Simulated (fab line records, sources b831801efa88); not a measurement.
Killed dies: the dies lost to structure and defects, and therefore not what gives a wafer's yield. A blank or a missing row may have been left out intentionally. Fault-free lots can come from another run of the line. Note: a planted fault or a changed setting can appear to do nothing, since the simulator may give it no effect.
Problem report in the 8D (eight disciplines) form, filled by code :: flow gf180mcu :: the parts of the form that need people (team, actions taken, sign-off) are left out

1. WHAT WENT WRONG
MIM_ALCU_RS at GF_MIM_RS_MEAS_10 reads a mean of 0.1004 ohm/sq on 6 wafers of 2 lots; wafers without a fault read 0.1602 ohm/sq with a standard deviation of 0.0022. Measured from the usual mean, that is -27 standard deviations.
The step: measures by four-point-probe.
First observed at day 28 22:28: wafer L291.1, on film_metro-04. Wafers with a number at this step in the record: 30, from 10 lots. By rule, "out" or "out of limits" means more than 4 standard deviations away from the usual mean. The rest of the wafers with a number are treated as sound.

2. WHAT IT IS, WHAT IT ISN'T
question: which readings at this step
is: MIM_ALCU_RS
is not: -

question: which lots
is: L291, L292
is not: L279, L281, L282, L285, L286, L298, L299, L300

question: which wafers of those lots
is: all that have a number
is not: -

question: read on which gauges
is: film_metro-02, film_metro-04
is not: film_metro-03

question: when
is: from day 28 22:28
is not: up to then (15 sound wafers); but 9 sound wafers of L298, L299, L300 came after

3. SUSPECTS, AND WHAT RULES EACH OUT
Counting: a tool at any process step up to the reading remains a suspect when it ran all the lots that are out and ran no sound lot after the first of those.
- the gauge at GF_MIM_RS_MEAS_10 has been ruled out. Those wafers that are out were read across 2 gauges (film_metro-02, film_metro-04).
- rie_diel-04 at GF_V4_ETCH_17 (etches SiO2 in C4F8/O2/Ar, stops on TiN, target depth 630 nm): kept. It ran every lot that is out, first L291 (day 28 22:10), and no sound lot after that; its last sound lot up to then is L285 (day 26 20:19). GF_V4_ETCH_17: start missing for some lots; hours and lot order therefore follow GF_MIM_SPUTTER_01.
- pvd_sputter-03 at GF_MIM_SPUTTER_01 (material TiN, target thk 30 nm, time 25 s): ruled out as a lasting fault. Following L291 (day 28 22:10), the first lot on it that is out, the sound lots L299, L300 were run on it.
- pvd_sputter-03 at GF_MIM_SPUTTER_02 (material AlCu, target thk 450 nm, time 23.9 s): ruled out as a lasting fault. Following L291 (day 28 22:11), the first lot on it that is out, the sound lots L299, L300 were run on it.
- pvd_sputter-01 at GF_MIM_SPUTTER_08 (material AlCu, target thk 200 nm, time 10.6 s): kept. It ran every lot that is out, first L291 (day 28 22:25), and no sound lot after that; its last sound lot up to then is L285 (day 26 20:35).
After counting, rie_diel-04 at GF_V4_ETCH_17 and pvd_sputter-01 at GF_MIM_SPUTTER_08 remain.

4. THE CAUSE (what the simulator had put in)
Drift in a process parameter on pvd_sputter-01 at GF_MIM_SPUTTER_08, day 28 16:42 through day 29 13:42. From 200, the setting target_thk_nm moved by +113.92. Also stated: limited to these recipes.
Of the 2 suspects that counting leaves, this tool is one.

5. THE EFFECT CHAIN, in route order
Each row: a reading where the mean over the struck wafers with a number is more than 3 standard deviations away from the usual. Scope: only readings with a usual standard deviation given in the record; hours: median across lots of the time from each lot's start at the first step in this table that gives one to its start at this step; sigmas: change in usual standard deviations.
hours: 0
step: GF_MIM_RS_MEAS_10
reading: MIM_ALCU_RS
usual: 0.1602 ohm/sq
on struck wafers: 0.1004
change: -0.0598
sigmas: -27

hours: 2
step: GF_MIM_THK_MEAS_11
reading: MIM_ALCU_THK
usual: 199.5 nm
on struck wafers: 314.2
change: +114.7
sigmas: +40

hours: 18
step: GF_MIM_METAL_ETCH_19
reading: oes_product_au
usual: 0.942 a.u.
on struck wafers: 1.003
change: +0.061
sigmas: +9.4

hours: 18
step: GF_MIM_METAL_ETCH_19
reading: throttle_valve_pct
usual: 28.284 %
on struck wafers: 28.212
change: -0.072
sigmas: -6.5

hours: 94
step: GF_PASSIVATION_PROBE_99
reading: defect_limited_yield
usual: 90.3 %
on struck wafers: 0.0
change: -90.3
sigmas: -60

hours: 94
step: GF_PASSIVATION_PROBE_99
reading: killed_at_other
usual: 0.0
on struck wafers: 442.8
change: +442.8
sigmas: +99 or more

hours: 94
step: GF_PASSIVATION_PROBE_99
reading: killed_dies
usual: 48
on struck wafers: 492
change: +444
sigmas: +59

hours: 94
step: GF_PASSIVATION_PROBE_99
reading: killed_on_rim
usual: 9
on struck wafers: 96
change: +87
sigmas: +28

hours: 94
step: GF_PASSIVATION_PROBE_99
reading: sort_bin_3_pad_short
usual: 0.5 %
on struck wafers: 90.7
change: +90.2
sigmas: +99 or more

hours: 94
step: GF_PASSIVATION_PROBE_99
reading: sort_n_pass
usual: 444
on struck wafers: 0
change: -444
sigmas: -59

hours: 94
step: GF_PASSIVATION_PROBE_99
reading: sort_yield_pct
usual: 90.3 %
on struck wafers: 0.0
change: -90.3
sigmas: -60
It contains these process steps:
- GF_MIM_METAL_ETCH_19: etches the open film in Cl2/BCl3, stops on Si3N4, target depth 324.5 nm, time 54.1 s.
- GF_PASSIVATION_PROBE_99

6. WHAT WOULD HAVE CAUGHT IT SOONER
In this record the first reading out of limits at a measuring or inspecting step was taken at day 28 22:28, 6 hours after the fault began at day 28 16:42.
No tool reading at GF_MIM_SPUTTER_08 that has a usual standard deviation in the record was out on any struck wafer, so an alarm limit of 4 standard deviations on those readings would not have fired.
L292, from the lots that are out (2), started GF_MIM_SPUTTER_08 on pvd_sputter-01 later than day 28 22:28. It would have been spared by a hold on the tool at that moment.
